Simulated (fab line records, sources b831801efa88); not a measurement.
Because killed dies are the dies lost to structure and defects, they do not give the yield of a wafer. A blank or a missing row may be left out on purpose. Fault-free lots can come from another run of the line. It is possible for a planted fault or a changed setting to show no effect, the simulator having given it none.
2 desks, one fault || flow gf180mcu || each desk has only its own numbers; what lay behind them comes last

## AT THE TOOL OWNER'S DESK: pecvd-03
The tool's own readings at GF_PASSIVATION_CVD_02 (deposits Si3N4, target thk 700 nm, time 486.18 s): means of the sampled wafers that have a number, for each lot that ran on this tool. Any lot whose mean is over 4 standard deviations away from the usual mean is out of limits and marked OUT; that distance is given in the brackets.
Columns: A = heater-power-w at GF_PASSIVATION_CVD_02, usual 732 W
{"lot": "L706", "first seen here": "day 28 21:55", "A": 687}
{"lot": "L708", "first seen here": "day 29 16:46", "A": 779}
{"lot": "L710", "first seen here": "day 30 05:38", "A": 805}
{"lot": "L713", "first seen here": "day 31 13:22", "A": 759}
{"lot": "L714", "first seen here": "day 31 16:19", "A": 838}
{"lot": "L718", "first seen here": "day 32 17:54", "A": 783}
{"lot": "L719", "first seen here": "day 32 19:52", "A": 746}
This desk's verdict: no lot among the 7 shows anything out of limits.

## FROM THE METROLOGY DESK
Means of the sampled wafers that have a number, per lot and without regard to the tool the lot ran on: this is what the gauges read. Any lot whose mean is over 4 standard deviations away from the usual mean is out of limits and marked OUT; that distance is given in the brackets.
Columns: A = V3_OVL at GF_V3_OVL_MEAS_15, usual 1 nm; B = PASSIVATION_CVD_02_THK at GF_PASSIVATION_THK_MEAS_03, usual 698 nm
{"lot": "L704", "first seen here": "day 22 13:01", "A": 1, "B": 696}
{"lot": "L706", "first seen here": "day 23 08:05", "A": 2, "B": 705}
{"lot": "L708", "first seen here": "day 24 05:52", "A": 0, "B": 694}
{"lot": "L710", "first seen here": "day 24 21:19", "A": 6, "B": 700}
{"lot": "L711", "first seen here": "day 25 18:18", "A": -7, "B": 699}
{"lot": "L712", "first seen here": "day 26 01:58", "A": 8, "B": 684}
{"lot": "L713", "first seen here": "day 26 11:02", "A": -4, "B": 709}
{"lot": "L714", "first seen here": "day 26 13:06", "A": 5, "B": 692}
{"lot": "L717", "first seen here": "day 27 06:55", "A": -6, "B": 697}
{"lot": "L718", "first seen here": "day 27 19:48", "A": -5, "B": "864 (+19) OUT"}
{"lot": "L719", "first seen here": "day 27 20:34", "A": 4, "B": "856 (+18) OUT"}
{"lot": "L721", "first seen here": "day 28 10:15", "A": -3, "B": 683}
{"lot": "L726", "first seen here": "day 29 12:18", "A": 11, "B": 701}
This desk's finding: out of limits on L718, L719; first on L718, day 32 18:11 (PASSIVATION_CVD_02_THK at GF_PASSIVATION_THK_MEAS_03). Within limits: L704, L706, L708, L710, L711, L712, L713, L714, L717, L721, L726.

## ALL TOGETHER
Metrology desk: alarm possible at day 32 18:11 on L718, L719.
The tool owner's desk saw nothing out of limits.
Tool owner's desk: L718, L719 on record, inside its limits.
Every lot named ran GF_PASSIVATION_CVD_02 on pecvd-03.

## WHAT WAS PUT IN BY THE SIMULATOR
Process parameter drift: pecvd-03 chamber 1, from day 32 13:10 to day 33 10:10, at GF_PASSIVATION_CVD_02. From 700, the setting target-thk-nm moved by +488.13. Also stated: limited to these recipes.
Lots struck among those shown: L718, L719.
Time in hours between the start of the fault and the first out-of-limits reading at each desk: metrology desk, 5.
